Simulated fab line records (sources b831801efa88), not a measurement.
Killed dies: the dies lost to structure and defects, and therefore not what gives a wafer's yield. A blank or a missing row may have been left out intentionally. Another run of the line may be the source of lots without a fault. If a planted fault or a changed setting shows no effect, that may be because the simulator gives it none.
Chamber matching | flow sky130 | cmp-01 running SKY_VIA1_CMP_02: 4 sister chambers
The step polishes SiO2. 8 wafers are shown with their chamber, then 12 later ones without.

WAFERS WITH THEIR CHAMBER
wafer  | chamber | motor-current-A (A) | head-pressure-psi (psi)
L083.3 | 0       | 12.1                | 4.004
L085.3 | 2       | 10.3                | 4.007
L088.1 | 3       | 11.1                | 4.013
L088.3 | 1       | 9.5                 | 4.011
L088.4 | 2       | 10.1                | 3.994
L091.3 | 1       | 9.8                 | 3.994
L091.5 | 3       | 11.7                | 4.009
L091.6 | 0       | 12.4                | 3.991

WAFERS WHOSE CHAMBER IS MISSING
wafer  | motor-current-A (A) | head-pressure-psi (psi)
L092.2 | 11.4                | 3.988
L092.3 | 9.3                 | 4.015
L092.4 | 13.0                | 4.007
L095.2 | 10.3                | 4.000
L095.4 | 9.5                 | 4.005
L095.5 | 9.6                 | 4.025
L094.1 | 10.1                | 3.989
L094.4 | 12.2                | 4.001
L094.5 | 9.4                 | 3.982
L096.1 | 10.0                | 4.009
L096.5 | 11.9                | 4.018
L096.6 | 12.4                | 3.983

THE CHAMBER EACH PASSED THROUGH
wafer  | from the rows above     | in truth
L092.2 | can't be placed: 3 or 0 | 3
L092.3 | can't be placed: 1 or 2 | 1
L092.4 | 0                       | 0
L095.2 | 2                       | 2
L095.4 | 1                       | 1
L095.5 | can't be placed: 1 or 2 | 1
L094.1 | can't be placed: 2 or 1 | 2
L094.4 | 0                       | 0
L094.5 | can't be placed: 1 or 2 | 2
L096.1 | can't be placed: 2 or 1 | 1
L096.5 | can't be placed: 3 or 0 | 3
L096.6 | 0                       | 0
Correctly placed: 5 of 12. Can't be placed from these rows: 7 (the true chamber is among the candidates in 7). Number placed wrongly: 0.
How it was worked out, from the rows above alone: a wafer's distance from a chamber is the root of the sum, over the readings, of the square of ((its reading less the chamber's mean) divided by the reading's scatter). The wafer belongs to the nearest chamber; if the next one is less than 2 further off, it can't be placed. Each chamber's mean is taken over the wafers shown for it. The scatter: take each reading less its chamber's mean, square it, sum over the shown wafers, divide by the number of wafers less the number of chambers, and take the root.
